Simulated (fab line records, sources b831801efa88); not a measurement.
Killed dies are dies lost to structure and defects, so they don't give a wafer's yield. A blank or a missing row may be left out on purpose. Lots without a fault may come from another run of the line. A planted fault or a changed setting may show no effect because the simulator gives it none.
fab line records | flow sky130
record lots=14 wafers=40 last_day=50
route steps=708 shown FIELD_ISO@9 PWDE@55 NWELL@63 PAD_OPEN@708
lots that met no fault: from a run of the same line without faults
start_h: hours from the record's first day to the start of the lot's first wafer shown | wait_h: hours since the lot's step before | " the same as in the row above | L1.1+2: a row that stands for several wafers | - no value, or no start given | * or withheld: withheld | < > ~ a bound
route shown NAME@n: a module of which the file shows steps, and the number in the route of the first | usual: mean/standard deviation of fault-free wafers | same: alike in all rows | chamber/n: place in a boat | sites: the reading at each site | _std_site: their standard deviation | _edge_site: outer sites' mean less inner sites' | radius_mm: how far each site lies from the wafer's centre | mask NAME#n: copy n | behind: the tool/chamber that last shaped the wafer | hold: why the lot was held/for how many hours/how that ended | device: the transistor (n, p or np) that didn't switch | end of line: the same wafers' tests at the end of the route | a step without rows: its recipe alone | killed: dies lost to structure and defects at the first sort, not the wafer's yield | map: a wafer's dies, x killed, . not, _ none there
set.NAME: the setting as run; set.NAME@STEP: as run at that earlier step | model.NAME: the simulator's own value behind a step, which no gauge read
steps of the route over a sample of lots; a table a step, a row a wafer
services: from which hour (start_h, from the record's first day; less than 0 if before it) a tool's chamber was out of use, for how many hours, and why
## steps
# step SKY_FIELD_ISO_COAT_08
# recipe resist=KrF-thick spin_rpm=3000 resist_thk_nm=450
# columns lot.wafer tool chamber start_h wait_h
L256.4+5+6 litho_track-03 0 26 -
L258.3+4+6 litho_track-03 0 37 -
L260.1+3+6 litho_track-01 0 45 -
L261.3+5+6 litho_track-03 0 54 -
L263.2+4+5 litho_track-02 0 61 -
L265.1+2+4 litho_track-03 0 71 -
L266.3+4+5 litho_track-02 0 77 -
L267.1+3+4 litho_track-02 0 81 -
L268.2+3+4 litho_track-03 0 87 -
L269.3+4+5 litho_track-02 0 91 -
L270.2+3+6 litho_track-03 0 96 -
L272.4+6 litho_track-02 0 108 -
L273.2+4 litho_track-02 0 113 -
L278.2+4+5 litho_track-03 0 139 -
# step SKY_FIELD_ISO_STRIP_16
# recipe chemistry=O2/N2 power_w=1400 pressure_mtorr=1500 platen_temp_c=withheld o2_flow_sccm=3000 n2_flow_sccm=300 overash_fraction=0.5
# usual drypump_motor_current_A=5.56/0.13 oes_product_au=0.379/0.0044 strip_time_to_endpoint_s=3.57/0.038
# columns lot.wafer tool chamber start_h wait_h drypump_motor_current_A oes_product_au rf_hours_counter_h strip_time_to_endpoint_s
L256.4 plasma_asher-02 0 34.05 0.1 5.33 0.379 - 3.49
L256.5 " 0 " " 5.32 0.378 - 3.55
L256.6 " 1 " " 5.61 0.380 - 3.55
L258.3 plasma_asher-03 0 45.49 0.1 5.63 0.383 - 3.60
L258.4 " 1 " " 5.67 0.376 - 3.60
L258.6 " 1 " " 5.71 0.376 - 3.56
L260.1 plasma_asher-04 1 54.91 0.0 5.44 0.375 39 3.58
L260.3 " 0 " " 5.71 0.383 - 3.58
L260.6 " 0 " " 5.66 0.379 - 3.56
L261.3 plasma_asher-02 0 62.94 0.1 5.34 0.380 - 3.64
L261.5 " 1 " " 5.59 0.381 - 3.64
L261.6 " 0 " " 5.32 0.380 - 3.62
L263.2 plasma_asher-03 1 69.81 0.0 5.68 0.379 37 3.59
L263.4 " 0 " " 5.61 0.386 - 3.58
L263.5 " 0 " " 5.61 0.376 - 3.57
L265.1 plasma_asher-03 1 80.31 0.0 5.70 0.378 38 3.54
L265.2 " 0 " " 5.66 0.386 38 3.63
L265.4 " 1 " " 5.70 0.381 - 3.60
L266.3 plasma_asher-04 0 86.14 0.1 5.68 0.380 - 3.56
L266.4 " 1 " " 5.45 0.379 - 3.61
L266.5 " 1 " " 5.43 0.376 - 3.51
L267.1 plasma_asher-04 0 91.15 0.0 5.66 0.379 42 3.60
L267.3 " 0 " " 5.69 0.385 - 3.60
L267.4 " 1 " " 5.40 0.376 - 3.52
L268.2 plasma_asher-04 0 96.10 0.0 5.66 0.381 43 3.57
L268.3 " 0 " " 5.68 0.376 - 3.49
L268.4 " 1 " " 5.44 0.381 - 3.59
L269.3 plasma_asher-04 1 101.19 0.1 5.41 0.379 - 3.57
L269.4 " 0 " " 5.66 0.359 - 3.04
L269.5 " 1 " " 5.40 0.385 - 3.54
L270.2 plasma_asher-02 0 106.31 0.0 5.36 0.378 28 3.60
L270.3 " 1 " " 5.60 0.389 - 3.60
L270.6 " 1 " " 5.59 0.372 - 3.59
L272.4 plasma_asher-02 1 117.49 0.1 5.58 0.356 - 3.04
L272.6 " 1 " " 5.59 0.359 - 3.02
L273.2 plasma_asher-02 0 123.36 0.0 5.34 0.377 30 3.52
L273.4 " 0 " " 5.36 0.354 - 3.04
L278.2 plasma_asher-04 0 150.06 0.0 5.67 0.382 3 3.55
L278.4 " 1 " " 5.41 0.388 - 3.55
L278.5 " 0 " " 5.68 0.378 - 3.56
# step SKY_PWDE_TW_MEAS_10
# usual PWDE_TW=376.1/2.6
# columns lot.wafer tool chamber start_h wait_h PWDE_TW
L256.4 film_metro-01 - 73.10 0.1 374.7
L256.5 " - " " 377.5
L256.6 " - " " 377.1
L258.3 film_metro-01 - 88.25 0.1 375.7
L258.4 " - " " 376.6
L258.6 " - " " 376.7
L260.1 film_metro-04 - 97.51 0.1 379.3
L260.3 " - " " 378.1
L260.6 " - " " 379.4
L261.3 film_metro-02 - 103.20 0.1 371.6
L261.5 " - " " 372.2
L261.6 " - " " 373.4
L263.2 film_metro-02 - 111.54 0.1 371.2
L263.4 " - " " 371.9
L263.5 " - " " 373.5
L265.1 film_metro-02 - 123.56 0.1 372.6
L265.2 " - " " 372.2
L265.4 " - " " 370.8
L266.3 film_metro-01 - 129.30 0.1 378.7
L266.4 " - " " 378.4
L266.5 " - " " 377.2
L267.1 film_metro-01 - 134.91 0.1 378.7
L267.3 " - " " 377.6
L267.4 " - " " 377.3
L268.2 film_metro-04 - 142.77 0.1 375.4
L268.3 " - " " 374.2
L268.4 " - " " 376.9
L269.3 film_metro-04 - 145.45 0.1 374.3
L269.4 " - " " 374.6
L269.5 " - " " 374.4
L270.2 film_metro-01 - 154.82 0.1 378.6
L270.3 " - " " 380.8
L270.6 " - " " 378.9
L272.4 film_metro-01 - 165.19 0.1 377.5
L272.6 " - " " 379.3
L273.2 film_metro-02 - 171.57 0.1 377.0
L273.4 " - " " 374.3
L278.2 film_metro-04 - 200.07 0.1 376.2
L278.4 " - " " 376.8
L278.5 " - " " 374.7
# step SKY_NWELL_OVL_MEAS_10
# usual NWELL_00_OVL=0.2/1.5
# columns lot.wafer tool chamber start_h wait_h NWELL_00_OVL[nm]
L256.4 overlay-01 - 90.39 - -0.1
L256.5 " - " " -2.1
L256.6 " - " " -1.1
L258.3 overlay-02 - 105.75 - 0.0
L258.4 " - " " -0.6
L258.6 " - " " -1.0
L260.1 overlay-02 - 115.64 - 0.5
L260.3 " - " " -0.1
L260.6 " - " " -0.2
L261.3 overlay-02 - 122.08 - 2.2
L261.5 " - " " 1.4
L261.6 " - " " 0.4
L263.2 overlay-01 - 130.19 - 1.4
L263.4 " - " " 1.9
L263.5 " - " " 3.3
L265.1 overlay-02 - 142.24 - 2.1
L265.2 " - " " 0.5
L265.4 " - " " -1.5
L266.3 overlay-01 - 148.15 - -1.6
L266.4 " - " " 0.2
L266.5 " - " " -0.6
L267.1 overlay-01 - 154.54 - -2.1
L267.3 " - " " -2.0
L267.4 " - " " -0.2
L268.2 overlay-01 - 162.58 - 1.5
L268.3 " - " " 0.3
L268.4 " - " " 1.9
L269.3 overlay-02 - 165.15 - 1.6
L269.4 " - " " 0.3
L269.5 " - " " 0.4
L270.2 overlay-02 - 174.24 - -2.7
L270.3 " - " " -1.1
L270.6 " - " " -0.8
L272.4 overlay-01 - 185.81 - 0.2
L272.6 " - " " -0.4
L273.2 overlay-01 - 192.64 - -2.6
L273.4 " - " " -1.5
L278.2 overlay-02 - 221.23 - 0.8
L278.4 " - " " 3.3
L278.5 " - " " 1.5
# step SKY_NWELL_TW_MEAS_15
# usual NWELL_TW=1834/12
# columns lot.wafer tool chamber start_h wait_h NWELL_TW
L256.4 film_metro-04 - 90.99 0.1 1841
L256.5 " - " " 1836
L256.6 " - " " 1836
L258.3 film_metro-02 - 106.34 0.1 1804
L258.4 " - " " 1806
L258.6 " - " " 1806
L260.1 film_metro-04 - 116.22 0.1 1837
L260.3 " - " " 1850
L260.6 " - " " 1850
L261.3 film_metro-04 - 122.68 0.1 1827
L261.5 " - " " 1816
L261.6 " - " " 1832
L263.2 film_metro-04 - 130.78 0.1 1832
L263.4 " - " " 1835
L263.5 " - " " 1830
L265.1 film_metro-01 - 142.82 0.1 1839
L265.2 " - " " 1847
L265.4 " - " " 1847
L266.3 film_metro-02 - 148.75 0.1 1816
L266.4 " - " " 1826
L266.5 " - " " 1826
L267.1 film_metro-01 - 155.12 0.1 1836
L267.3 " - " " 1853
L267.4 " - " " 1840
L268.2 film_metro-01 - 163.17 0.1 1841
L268.3 " - " " 1843
L268.4 " - " " 1841
L269.3 film_metro-02 - 165.74 0.1 1820
L269.4 " - " " 1820
L269.5 " - " " 1812
L270.2 film_metro-01 - 174.83 0.1 1834
L270.3 " - " " 1838
L270.6 " - " " 1849
L272.4 film_metro-02 - 186.41 0.1 1832
L272.6 " - " " 1828
L273.2 film_metro-02 - 193.23 0.1 1833
L273.4 " - " " 1832
L278.2 film_metro-01 - 221.82 0.1 1834
L278.4 " - " " 1845
L278.5 " - " " 1836
# step SKY_PAD_OPEN_PROBE_99
# usual killed_at_M0_to_M3=43/6.5 killed_at_M4_up=3.2/1.8 killed_at_contacts=26/5.2 killed_at_front_end=16/4.8 killed_at_other=0.3/0.6 killed_dies=89/9.6 killed_open=48/7.1 killed_short=40/6.4
# same gross_dies=492 killed_at_back_side=0
# columns lot.wafer tool chamber start_h wait_h killed_at_M0_to_M3 killed_at_M4_up killed_at_contacts killed_at_front_end killed_at_other killed_dies killed_open killed_short
L258.3 prober-02 - 1096.58 0.2 41 3 24 13 0 81 47 33
L258.4 prober-02 - 1096.63 0.2 46 1 26 15 0 88 40 48
L258.6 prober-02 - 1096.73 0.2 55 1 27 22 0 105 57 48
L265.1 prober-01 - 1134.44 0.1 45 0 22 13 1 81 47 34
L265.2 prober-01 - 1134.49 0.1 33 0 33 17 1 84 50 34
L265.4 prober-01 - 1134.59 0.2 49 3 24 12 0 88 52 36
L273.2 prober-01 - 1174.80 0.1 44 4 21 16 3 88 48 37
L273.4 prober-01 - 1174.90 0.2 48 3 25 16 0 92 53 39
# killed by level:class
L258.3 VIA1:geometric_particle:open=11 FIELD_ISO:geometric_particle:open=7 LOCAL_INTERCONNECT:geometric_particle:short=7 VIA3:geometric_particle:open=7 CONTACT:geometric_particle:open=6 VIA2:geometric_particle:open=6 METAL1:geometric_particle:short=5 LI_CONTACT:geometric_particle:open=4
L258.4 VIA2:geometric_particle:open=11 LOCAL_INTERCONNECT:geometric_particle:short=8 VIA1:geometric_particle:open=8 FIELD_ISO:geometric_particle:short=7 CONTACT:geometric_particle:open=7 LI_CONTACT:geometric_particle:short=5 METAL1:geometric_particle:short=5 METAL2:geometric_particle:short=5
L258.6 VIA1:geometric_particle:open=16 FIELD_ISO:geometric_particle:open=9 VIA1:geometric_particle:short=8 LI_CONTACT:geometric_particle:open=7 CONTACT:geometric_particle:open=7 VIA3:geometric_particle:open=6 METAL2:geometric_particle:short=6 CONTACT:geometric_particle:short=5
L265.1 VIA1:geometric_particle:open=10 CONTACT:geometric_particle:open=9 VIA2:geometric_particle:open=8 VIA3:geometric_particle:open=7 METAL1:geometric_particle:short=6 LI_CONTACT:geometric_particle:short=4 LI_CONTACT:geometric_particle:open=4 LOCAL_INTERCONNECT:geometric_particle:short=4
L265.2 CONTACT:geometric_particle:open=9 LI_CONTACT:geometric_particle:open=8 LI_CONTACT:geometric_particle:short=8 VIA1:geometric_particle:open=8 VIA2:geometric_particle:open=8 CONTACT:geometric_particle:short=7 VIA3:geometric_particle:open=5 FIELD_ISO:geometric_particle:open=4
L265.4 VIA1:geometric_particle:open=10 VIA3:geometric_particle:open=10 LI_CONTACT:geometric_particle:open=9 VIA2:geometric_particle:open=8 LOCAL_INTERCONNECT:geometric_particle:short=7 CONTACT:geometric_particle:open=5 VIA1:geometric_particle:short=5 METAL1:geometric_particle:short=5
L273.2 VIA1:geometric_particle:open=12 POLY_GATE:geometric_particle:short=7 METAL1:geometric_particle:short=7 VIA2:geometric_particle:open=7 VIA3:geometric_particle:open=7 CONTACT:geometric_particle:open=6 LOCAL_INTERCONNECT:geometric_particle:short=5 POLY_GATE:geometric_particle:open=4
L273.4 VIA1:geometric_particle:open=14 CONTACT:geometric_particle:open=12 METAL2:geometric_particle:short=8 VIA3:geometric_particle:open=6 FIELD_ISO:geometric_particle:short=5 POLY_GATE:geometric_particle:short=5 VIA2:geometric_particle:open=5 CONTACT:geometric_particle:short=4
## services
# columns tool chamber start_h hours kind
plasma_asher-02 - 10.71 5.7 repair
plasma_asher-02 - 16.03 4.5 repair
plasma_asher-02 - 88.56 14.1 repair
plasma_asher-04 - 108.75 9.0 pm
plasma_asher-04 0 108.75 9.0 vent_cycle
plasma_asher-04 1 108.75 9.0 vent_cycle
plasma_asher-04 - 114.03 2.4 repair
plasma_asher-04 0 117.75 - clean
plasma_asher-04 1 117.75 - clean
## key
first_sign step=SKY_FIELD_ISO_STRIP_16 reading=strip_time_to_endpoint_s direction=down sigmas=14 usual=* struck=*
effect step=SKY_FIELD_ISO_STRIP_16 reading=oes_product_au direction=down sigmas=4.9 usual=0.379 struck=0.357
met_at SKY_FIELD_ISO_COAT_08
struck_lots L269,L272,L273
struck_wafers L269.4,L272.4,L272.6,L273.4
tester_left_out L269,L272,L273
not_acting_at SKY_PWDE_TW_MEAS_10,SKY_NWELL_OVL_MEAS_10,SKY_NWELL_TW_MEAS_15
onset_between 81 91
fault kind=process_parameter_drift tool=litho_track-02 chamber=- onset_h=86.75 steps=SKY_FIELD_ISO_COAT_08 channel=resist_thk_nm offset=-50.669 shape=step end_h=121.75 scope=struck_wafers_only acts_in=these_recipes_only stated=450
# tester_left_out: of these lots the tester's yield and bins aren't shown, on N5 and GAA mostly nor the transistor test; their killed dies are dies lost to structure and defects alone, not to doping, threshold or leakage, so they don't give the yield
